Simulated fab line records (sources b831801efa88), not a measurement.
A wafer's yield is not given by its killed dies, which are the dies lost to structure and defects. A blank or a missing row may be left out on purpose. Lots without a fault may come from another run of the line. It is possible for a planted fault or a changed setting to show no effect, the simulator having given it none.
fab line records	flow sky130
record lots=5	wafers=15	lastDay=50
route steps=708 shown VIA1@473 METAL2@483 PAD_OPEN@708
lots untouched by any fault: they come from a run of this same line in which no faults occurred
startH: hours from the record's opening day to when the first of the lot's shown wafers began	waitH: how many hours have passed since the lot's step before this one	" identical to the entry in the row above	L1.1+2: several wafers, shown together as one row	- either no value or no given start	* or withheld: withheld	< > ~ a bound
route shown NAME@n: NAME is a module with steps in the file, n the number in the route of the first one	usual: the fault-free wafers' mean and standard deviation	same: alike in all rows	chamber/n: place in a boat	sites: readings site by site	_std_site: standard deviation across them	_edge_site: the outer-site mean with the inner-site mean subtracted	radiusMm: for every site, how far away it sits from the centre of the wafer	mask NAME#n: copy n	behind: the tool/chamber that last shaped the wafer	hold: why the lot was held/for how many hours/how that ended	device: transistor that didn't switch, given as n, p or np	end of line: tests of these same wafers at the route's end	where a step has no rows: the recipe by itself	killed: not the wafer's yield, but the dies lost to structure and defects at the first sort	map: dies across one wafer; x = killed, . = not, _ = none there
set.NAME: the setting the step ran with; set.NAME@STEP: the setting that earlier step ran with	model.NAME: the simulator's own value behind a step, which no gauge read
lots at some steps of the route; a table a step, a row a wafer
services: the hour from which a tool's chamber was out of use, counted from the record's first day as startH (under 0 if before that day), plus the number of hours and why
## steps
# step SKY_VIA1_ETCH_15
# recipe target=SiO2	chemistry=C4F8/O2/Ar	targetDepthNm=351	stopOn=TiN	maskMaterial=KrF-thick	sourceW=1500	biasW=1200	pressureMtorr=40	c4f8FlowSccm=withheld	O2_flow_sccm=6	Ar_flow_sccm=300	timeS=54
# usual biasW=1200/3.3	oesProductAu=0.980/0.0074
lot.wafer	tool	chamber	startH	waitH	biasW	oesProductAu	rfHoursCounterH
L731.3	rieDiel-03	2	853.46	0.0	1204	0.982	1
L731.4	"	3	"	"	1194	0.971	17
L731.5	"	0	"	"	1198	0.982	-
L737.2	rieDiel-01	1	904.02	0.0	1195	0.983	4
L737.5	"	3	"	"	1201	0.987	-
L737.6	"	2	"	"	1199	0.988	-
L739.1	rieDiel-01	0	917.42	0.0	1202	0.993	7
L739.3	"	1	"	"	1199	0.992	4
L739.5	"	2	"	"	1202	0.986	-
L740.2	rieDiel-02	3	920.84	0.0	1199	0.973	16
L740.5	"	1	"	"	1202	0.975	-
L740.6	"	0	"	"	1204	0.984	-
L744.1	rieDiel-02	2	952.17	0.0	1198	0.975	24
L744.5	"	3	"	"	1204	0.967	-
L744.6	"	0	"	"	1201	0.983	-
# step SKY_VIA1_STRIP_16
# recipe chemistry=O2/N2	powerW=1400	pressureMtorr=1500	platenTempC=withheld	o2FlowSccm=3000	n2FlowSccm=300	overashFraction=0.5
# step SKY_VIA1_STRIP_17
# recipe chemistry=postEtchResidueRemover	timeS=1200	tempC=72.5
# step SKY_VIA1_CLEAN_18
# recipe chemistry=IPA	timeS=180	tempC=25
# step SKY_VIA1_CLEAN_19
# recipe chemistry=O3/DIW	dry=n2Spin
# step SKY_VIA1_SPUTTER_20
# recipe material=TiN	targetThkNm=20	chamberPressurePa=5	powerW=4000	timeS=80
# usual throttleValvePct=29.0/1
lot.wafer	tool	chamber	startH	waitH	throttleValvePct
L731.3	pvdSputter-01	-	854.10	0.0	28.7
L731.4	"	-	"	"	29.3
L731.5	"	-	"	"	29.9
L737.2	pvdSputter-04	-	904.67	0.0	30.1
L737.5	"	-	"	"	31.1
L737.6	"	-	"	"	30.2
L739.1	pvdSputter-01	-	918.08	0.0	29.4
L739.3	"	-	"	"	29.7
L739.5	"	-	"	"	28.4
L740.2	pvdSputter-02	-	921.48	0.0	28.0
L740.5	"	-	"	"	27.8
L740.6	"	-	"	"	29.6
L744.1	pvdSputter-02	-	952.81	0.0	29.1
L744.5	"	-	"	"	29.0
L744.6	"	-	"	"	29.3
# step SKY_VIA1_CVD_21
# recipe material=W	targetThkNm=270	timeS=80.902	tempC=400	pressureTorr=40
# usual heaterPowerOuterW=510/42	heaterPowerW=798/52
lot.wafer	tool	chamber	startH	waitH	heaterPowerOuterW	heaterPowerW
L731.3	cvdW-02	0	854.19	0.1	470	760
L731.4	"	1	"	"	558	913
L731.5	"	0	"	"	472	765
L737.2	cvdW-01	1	904.73	0.0	542	813
L737.5	"	0	"	"	476	768
L737.6	"	1	"	"	546	803
L739.1	cvdW-02	1	918.14	0.0	543	852
L739.3	"	0	"	"	421	683
L739.5	"	0	"	"	417	693
L740.2	cvdW-01	0	921.55	0.0	474	776
L740.5	"	0	"	"	486	775
L740.6	"	1	"	"	550	798
L744.1	cvdW-02	0	952.87	0.0	417	668
L744.5	"	0	"	"	436	694
L744.6	"	1	"	"	544	856
# step SKY_VIA1_RS_MEAS_22
# recipe thkMeasGauge=four-point-probe	reads=W_of_VIA1_CVD_21+TiN_of_VIA1_SPUTTER_20
# usual VIA1_W_RS=0.425/0.0063
lot.wafer	tool	chamber	startH	waitH	VIA1_W_RS[ohm/sq]
L731.3	filmMetro-01	-	854.30	0.1	0.434
L731.4	"	-	"	"	0.423
L731.5	"	-	"	"	0.434
L737.2	filmMetro-01	-	904.84	0.1	0.424
L737.5	"	-	"	"	0.413
L737.6	"	-	"	"	0.421
L739.1	filmMetro-02	-	918.24	0.1	0.430
L739.3	"	-	"	"	0.423
L739.5	"	-	"	"	0.425
L740.2	filmMetro-01	-	921.66	0.1	0.421
L740.5	"	-	"	"	0.419
L740.6	"	-	"	"	0.430
L744.1	filmMetro-01	-	952.96	0.1	0.434
L744.5	"	-	"	"	0.430
L744.6	"	-	"	"	0.418
# step SKY_VIA1_THK_MEAS_23
# recipe thkMeasGauge=xrf	reads=W_of_VIA1_CVD_21
# usual VIA1_W_THK=276/4.5
lot.wafer	tool	chamber	startH	waitH	VIA1_W_THK[nm]
L731.3	filmMetro-01	-	854.40	0.1	272
L731.4	"	-	"	"	278
L731.5	"	-	"	"	271
L737.2	filmMetro-01	-	904.95	0.1	277
L737.5	"	-	"	"	283
L737.6	"	-	"	"	277
L739.1	filmMetro-02	-	918.36	0.1	268
L739.3	"	-	"	"	273
L739.5	"	-	"	"	273
L740.2	filmMetro-01	-	921.77	0.1	280
L740.5	"	-	"	"	282
L740.6	"	-	"	"	273
L744.1	filmMetro-01	-	953.08	0.1	272
L744.5	"	-	"	"	271
L744.6	"	-	"	"	280
# step SKY_VIA1_CMP_24
# recipe stopOn=SiO2	tOverpolishS=15	downForcePsi=3.5	platenRpm=60	targetThkNm=0	padVelocityMS=0.94248
# step SKY_METAL2_SPUTTER_00
# recipe material=Ti	targetThkNm=15	powerW=3000	timeS=10	chamberPressurePa=0.4
# step SKY_METAL2_SPUTTER_01
# recipe material=TiN	targetThkNm=20	powerW=6500	timeS=16.7	chamberPressurePa=0.4
# usual throttleValvePct=29.7/1.2
lot.wafer	tool	chamber	startH	waitH	throttleValvePct
L731.3	pvdSputter-04	-	854.76	0.0	31.0
L731.4	"	-	"	"	30.4
L731.5	"	-	"	"	30.4
L737.2	pvdSputter-02	-	905.32	0.0	28.9
L737.5	"	-	"	"	29.3
L737.6	"	-	"	"	29.8
L739.1	pvdSputter-02	-	920.19	0.0	28.8
L739.3	"	-	"	"	29.4
L739.5	"	-	"	"	27.9
L740.2	pvdSputter-04	-	922.58	0.0	30.4
L740.5	"	-	"	"	27.3
L740.6	"	-	"	"	30.1
L744.1	pvdSputter-03	-	953.47	0.0	31.7
L744.5	"	-	"	"	30.8
L744.6	"	-	"	"	31.5
# step SKY_METAL2_SPUTTER_02
# recipe material=AlCu	targetThkNm=250	powerW=10600	timeS=13.3	chamberPressurePa=0.4
# usual throttleValvePct=29.8/1.2
lot.wafer	tool	chamber	startH	waitH	throttleValvePct	model.AlCu_of_METAL2_SPUTTER_02.thkNm
L731.3	pvdSputter-04	-	854.78	0.0	31.2	251.7
L731.4	"	-	"	"	30.5	233.8
L731.5	"	-	"	"	30.5	249.9
L737.2	pvdSputter-02	-	905.35	0.0	28.9	247.3
L737.5	"	-	"	"	29.2	248.3
L737.6	"	-	"	"	29.9	246
L739.1	pvdSputter-02	-	920.22	0.0	28.8	248.4
L739.3	"	-	"	"	29.0	251.3
L739.5	"	-	"	"	28.1	248.4
L740.2	pvdSputter-04	-	922.60	0.0	30.4	250.6
L740.5	"	-	"	"	27.7	250
L740.6	"	-	"	"	30.2	251.2
L744.1	pvdSputter-03	-	953.49	0.0	31.5	244.7
L744.5	"	-	"	"	30.8	248.9
L744.6	"	-	"	"	31.5	245.3
# step SKY_METAL2_SPUTTER_03
# recipe material=Ti	targetThkNm=5	powerW=3000	timeS=3.3	chamberPressurePa=0.4
# usual throttleValvePct=29.8/1.3
lot.wafer	tool	chamber	startH	waitH	throttleValvePct
L731.3	pvdSputter-04	-	854.81	0.0	31.1
L731.4	"	-	"	"	30.5
L731.5	"	-	"	"	30.6
L737.2	pvdSputter-02	-	905.37	0.0	28.6
L737.5	"	-	"	"	29.3
L737.6	"	-	"	"	29.8
L739.1	pvdSputter-02	-	920.24	0.0	29.0
L739.3	"	-	"	"	29.4
L739.5	"	-	"	"	27.8
L740.2	pvdSputter-04	-	922.63	0.0	30.7
L740.5	"	-	"	"	27.2
L740.6	"	-	"	"	30.1
L744.1	pvdSputter-03	-	953.52	0.0	31.3
L744.5	"	-	"	"	30.6
L744.6	"	-	"	"	31.3
# step SKY_METAL2_SPUTTER_04
# recipe material=TiN	targetThkNm=70	powerW=6500	timeS=58.3	chamberPressurePa=0.4
# step SKY_METAL2_RS_MEAS_05
# recipe thkMeasGauge=four-point-probe	reads=TiN_of_METAL2_SPUTTER_04+Ti_of_METAL2_SPUTTER_03+AlCu_of_METAL2_SPUTTER_02+TiN_of_METAL2_SPUTTER_01+Ti_of_METAL2_SPUTTER_00
# usual METAL2_ALCU_RS=0.1271/0.0012
lot.wafer	tool	chamber	startH	waitH	hold	METAL2_ALCU_RS[ohm/sq]
L731.3	filmMetro-02	-	854.91	0.1	awaitDispo/0.2h/release	0.1257
L731.4	"	-	"	"	awaitDispo/0.2h/release	0.1357
L731.5	"	-	"	"	awaitDispo/0.2h/release	0.1262
L731.3	filmMetro-02	-	855.20	0.3	-	0.1253
L731.4	"	-	"	"	-	0.1358
L731.5	"	-	"	"	-	0.1266
L737.2	filmMetro-03	-	905.46	0.0	-	0.1280
L737.5	"	-	"	"	-	0.1278
L737.6	"	-	"	"	-	0.1290
L739.1	filmMetro-02	-	920.31	0.0	-	0.1276
L739.3	"	-	"	"	-	0.1261
L739.5	"	-	"	"	-	0.1276
L740.2	filmMetro-02	-	922.71	0.0	-	0.1265
L740.5	"	-	"	"	-	0.1266
L740.6	"	-	"	"	-	0.1261
L744.1	filmMetro-02	-	953.58	0.0	-	0.1292
L744.5	"	-	"	"	-	0.1272
L744.6	"	-	"	"	-	0.1292
# step SKY_METAL2_THK_MEAS_06
# recipe thkMeasGauge=xrf	reads=AlCu_of_METAL2_SPUTTER_02
# usual METAL2_ALCU_THK=248.1/2.5
lot.wafer	tool	chamber	startH	waitH	hold	METAL2_ALCU_THK[nm]
L731.3	filmMetro-02	-	857.91	2.7	awaitDispo/0.2h/release	251.1
L731.4	"	-	"	"	awaitDispo/0.2h/release	233.0
L731.5	"	-	"	"	awaitDispo/0.2h/release	248.6
L731.3	filmMetro-02	-	858.14	0.2	-	251.2
L731.4	"	-	"	"	-	233.8
L731.5	"	-	"	"	-	250.4
L737.2	filmMetro-03	-	905.57	0.1	-	245.6
L737.5	"	-	"	"	-	248.2
L737.6	"	-	"	"	-	245.6
L739.1	filmMetro-02	-	920.43	0.1	-	247.8
L739.3	"	-	"	"	-	250.3
L739.5	"	-	"	"	-	248.1
L740.2	filmMetro-02	-	922.82	0.1	-	250.7
L740.5	"	-	"	"	-	249.3
L740.6	"	-	"	"	-	249.9
L744.1	filmMetro-02	-	953.70	0.1	-	241.4
L744.5	"	-	"	"	-	248.0
L744.6	"	-	"	"	-	244.3
# step SKY_PAD_OPEN_PROBE_99
# usual defectLimitedYield=82.7/1.9	killed_at_M0_to_M3=43/7.3	killed_at_M4_up=3.1/1.7	killedAtContacts=25/5.3	killedAtFrontEnd=14/4.1	killedAtOther=0.3/0.56	killedDies=85/9.4	killedOpen=46/7.4	killedShort=38/5.8	sort_bin_3_pad_short=0.8/0.4	sort_bin_5_function=10.2/1.5	sort_bin_6_memory=6.2/1.2	sortNPass=407/9.4	sortYieldPct=82.7/1.9
# same grossDies=492	killedAtBackSide=0	sort_bin_4_leakage[%]=0	sort_bin_8_speed[%]=0
lot.wafer	tool	chamber	startH	waitH	defectLimitedYield[%]	killed_at_M0_to_M3	killed_at_M4_up	killedAtContacts	killedAtFrontEnd	killedAtOther	killedDies	killedOpen	killedShort	sort_bin_3_pad_short[%]	sort_bin_5_function[%]	sort_bin_6_memory[%]	sortNPass	sortYieldPct[%]	model.etest.met2.lineOhmUm	model.etest.met2.rsOhmSq
L731.3	prober-01	-	1124.29	0.2	86.4	30	3	20	14	0	67	29	37	0.4	9.1	4.1	425	86.4	0.9158	0.1273
L731.4	prober-01	-	1124.34	0.2	86.6	33	0	23	10	0	66	41	25	0.2	9.3	3.9	426	86.6	0.9813	0.1367
L731.5	prober-01	-	1124.39	0.2	82.9	42	5	19	18	0	84	47	37	0.8	9.1	7.1	408	82.9	0.9573	0.1278
L737.2	prober-01	-	1161.71	0.1	84.6	36	5	22	12	1	76	38	38	0.6	7.5	7.3	416	84.6	0.9175	0.1302
L737.5	prober-01	-	1161.86	0.2	84.1	37	4	23	14	0	78	46	32	0.8	9.1	5.9	414	84.1	0.9193	0.1295
L737.6	prober-01	-	1161.91	0.2	81.3	49	2	29	12	0	92	49	43	0.4	10.8	7.5	400	81.3	0.9071	0.1301
L739.1	prober-01	-	1169.31	0.1	83.1	47	4	23	9	0	83	43	39	1.2	10.8	4.9	409	83.1	0.8984	0.1293
L739.3	prober-01	-	1169.41	0.2	83.5	36	1	27	16	1	81	44	37	0.4	9.6	6.5	411	83.5	0.8822	0.1278
L739.5	prober-01	-	1169.51	0.2	83.5	42	2	24	13	0	81	40	41	0.6	11.2	4.7	411	83.5	0.923	0.1301
L740.2	prober-02	-	1175.80	0.1	85.2	33	4	26	10	0	73	43	30	0	9.1	5.7	419	85.2	0.8822	0.1281
L740.5	prober-02	-	1175.95	0.2	82.3	42	4	26	13	2	87	38	49	0.8	10.8	6.1	405	82.3	0.8996	0.1279
L740.6	prober-02	-	1176.00	0.2	82.7	46	6	22	10	1	85	42	43	0.8	8.1	8.3	407	82.7	0.9063	0.1278
L744.1	prober-01	-	1195.64	0.1	79.3	54	2	26	19	1	102	59	43	0.4	11.2	9.1	390	79.3	0.9761	0.1321
L744.5	prober-01	-	1195.84	0.2	83.7	43	3	26	8	0	80	45	35	1.0	8.9	6.3	412	83.7	0.9295	0.1293
L744.6	prober-01	-	1195.89	0.2	85.0	45	1	15	13	0	74	36	38	1.0	9.8	4.3	418	85.0	0.9319	0.1314
# killed by level:class
L731.3 METAL2:geometricParticle:short=9 VIA2:geometricParticle:open=7 CONTACT:geometricParticle:open=6 CONTACT:geometricParticle:short=5 LI_CONTACT:geometricParticle:open=5 METAL1:geometricParticle:short=4 VIA2:geometricParticle:short=4 FIELD_ISO:geometricParticle:short=3
L731.4 CONTACT:geometricParticle:open=10 VIA1:geometricParticle:open=8 LI_CONTACT:geometricParticle:open=7 VIA3:geometricParticle:open=5 METAL1:geometricParticle:short=5 METAL2:geometricParticle:short=4 CONTACT:geometricParticle:short=3 VIA2:geometricParticle:open=3
L731.5 VIA1:geometricParticle:open=12 CONTACT:geometricParticle:open=7 VIA3:geometricParticle:open=7 FIELD_ISO:geometricParticle:short=6 METAL1:geometricParticle:short=6 CONTACT:geometricParticle:short=5 FIELD_ISO:geometricParticle:open=4 METAL2:geometricParticle:short=4
L737.2 CONTACT:geometricParticle:open=11 LOCAL_INTERCONNECT:geometricParticle:short=6 VIA1:geometricParticle:open=6 VIA2:geometricParticle:open=5 VIA3:geometricParticle:open=5 METAL3:geometricParticle:short=4 VIA1:geometricParticle:short=4 FIELD_ISO:geometricParticle:open=3
L737.5 VIA1:geometricParticle:open=8 CONTACT:geometricParticle:open=7 LI_CONTACT:geometricParticle:open=6 FIELD_ISO:geometricParticle:open=5 VIA2:geometricParticle:open=5 METAL2:geometricParticle:open=5 POLY_GATE:geometricParticle:open=4 LOCAL_INTERCONNECT:geometricParticle:short=4
L737.6 VIA1:geometricParticle:open=12 CONTACT:geometricParticle:open=10 METAL2:geometricParticle:short=8 FIELD_ISO:geometricParticle:open=7 CONTACT:geometricParticle:short=7 LI_CONTACT:geometricParticle:open=6 VIA1:geometricParticle:short=6 VIA2:geometricParticle:short=5
L739.1 CONTACT:geometricParticle:open=12 VIA1:geometricParticle:open=10 VIA2:geometricParticle:open=8 LI_CONTACT:geometricParticle:open=6 METAL1:geometricParticle:short=6 FIELD_ISO:geometricParticle:short=5 VIA2:geometricParticle:short=5 VIA3:geometricParticle:short=5
L739.3 VIA1:geometricParticle:open=13 LI_CONTACT:geometricParticle:open=8 CONTACT:geometricParticle:open=7 LOCAL_INTERCONNECT:geometricParticle:short=6 FIELD_ISO:geometricParticle:short=5 POLY_GATE:geometricParticle:short=5 VIA3:geometricParticle:open=4 CONTACT:geometricParticle:short=4
L739.5 CONTACT:geometricParticle:open=12 VIA3:geometricParticle:open=10 VIA1:geometricParticle:open=8 METAL1:geometricParticle:short=7 LOCAL_INTERCONNECT:geometricParticle:short=6 METAL2:geometricParticle:short=5 FIELD_ISO:geometricParticle:short=4 POLY_GATE:geometricParticle:short=4
L740.2 LOCAL_INTERCONNECT:geometricParticle:short=9 VIA2:geometricParticle:open=9 VIA1:geometricParticle:open=8 CONTACT:geometricParticle:open=8 VIA3:geometricParticle:open=7 LI_CONTACT:geometricParticle:open=6 POLY_GATE:geometricParticle:short=3 CONTACT:geometricParticle:short=3
L740.5 CONTACT:geometricParticle:short=10 CONTACT:geometricParticle:open=10 METAL2:geometricParticle:short=10 VIA1:geometricParticle:open=7 VIA2:geometricParticle:open=7 FIELD_ISO:geometricParticle:short=6 VIA3:geometricParticle:open=6 METAL1:geometricParticle:short=5
L740.6 VIA1:geometricParticle:open=11 CONTACT:geometricParticle:short=9 VIA2:geometricParticle:open=7 METAL2:geometricParticle:short=6 CONTACT:geometricParticle:open=5 VIA2:geometricParticle:short=5 METAL4:geometricParticle:short=5 POLY_GATE:geometricParticle:open=4
L744.1 VIA1:geometricParticle:open=17 CONTACT:geometricParticle:open=11 LI_CONTACT:geometricParticle:open=8 VIA2:geometricParticle:short=8 FIELD_ISO:geometricParticle:open=7 FIELD_ISO:geometricParticle:short=6 VIA2:geometricParticle:open=6 METAL1:geometricParticle:short=5
L744.5 CONTACT:geometricParticle:open=15 METAL1:geometricParticle:short=8 VIA1:geometricParticle:open=7 METAL2:geometricParticle:short=7 VIA3:geometricParticle:open=6 VIA1:geometricParticle:short=5 LI_CONTACT:geometricParticle:open=4 VIA2:geometricParticle:open=4
L744.6 VIA1:geometricParticle:open=9 METAL1:geometricParticle:short=8 VIA2:geometricParticle:open=7 CONTACT:geometricParticle:open=6 CONTACT:geometricParticle:short=5 VIA3:geometricParticle:short=5 FIELD_ISO:geometricParticle:open=4 METAL2:geometricParticle:short=4
## services
tool	chamber	startH	hours	kind
rieDiel-02	0	851.50	2.8	repair
cvdW-02	-	851.63	0.8	repair
rieDiel-01	1	854.74	9.0	repair
cvdW-01	-	854.92	3.8	pm
cvdW-01	-	865.33	14.6	pm
pvdSputter-03	1	894.78	-	consumableReplace:kit
pvdSputter-03	1	894.78	18.0	scheduledDown
pvdSputter-03	1	894.78	18.0	ventCycle
cvdW-02	-	904.00	14.0	pm
cvdW-02	0	904.00	14.0	ventCycle
cvdW-02	1	904.00	14.0	ventCycle
rieDiel-01	3	917.23	13.5	repair
cvdW-02	0	918.00	-	clean
cvdW-02	1	918.00	-	clean
rieDiel-01	0	921.76	1.3	repair
pvdSputter-02	0	923.70	-	consumableReplace:kit
pvdSputter-02	0	923.70	18.0	scheduledDown
pvdSputter-02	0	923.70	18.0	ventCycle
cvdW-01	-	925.99	6.0	pm
pvdSputter-04	-	929.15	1.2	repair
rieDiel-03	3	931.70	5.5	repair
cvdW-02	1	943.08	-	calibration
## key
firstSign step=SKY_METAL2_RS_MEAS_05	reading=visit	direction=added
effect step=SKY_METAL2_RS_MEAS_05	reading=METAL2_ALCU_RS	direction=up	sigmas=7.4	usual=0.1271	struck=0.1357
effect step=SKY_METAL2_THK_MEAS_06	reading=visit	direction=added
effect step=SKY_METAL2_THK_MEAS_06	reading=METAL2_ALCU_THK	direction=down	sigmas=6.1	usual=248.1	struck=233.0
modelEffect step=SKY_METAL2_SPUTTER_02	value=AlCu_of_METAL2_SPUTTER_02.thkNm	without=247.4	struck=233.8
modelEffect step=SKY_PAD_OPEN_PROBE_99	value=etest.met2.lineOhmUm	without=0.9255	struck=0.9813
metAt SKY_METAL2_SPUTTER_02
struckWafers L731.4
fault kind=processParameterDrift	tool=pvdSputter-04	chamber=-	onsetH=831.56	steps=SKY_METAL2_SPUTTER_02	channel=timeS	offset=*	shape=step	endH=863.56	scope=struckWafersOnly	actsIn=*	stated=*
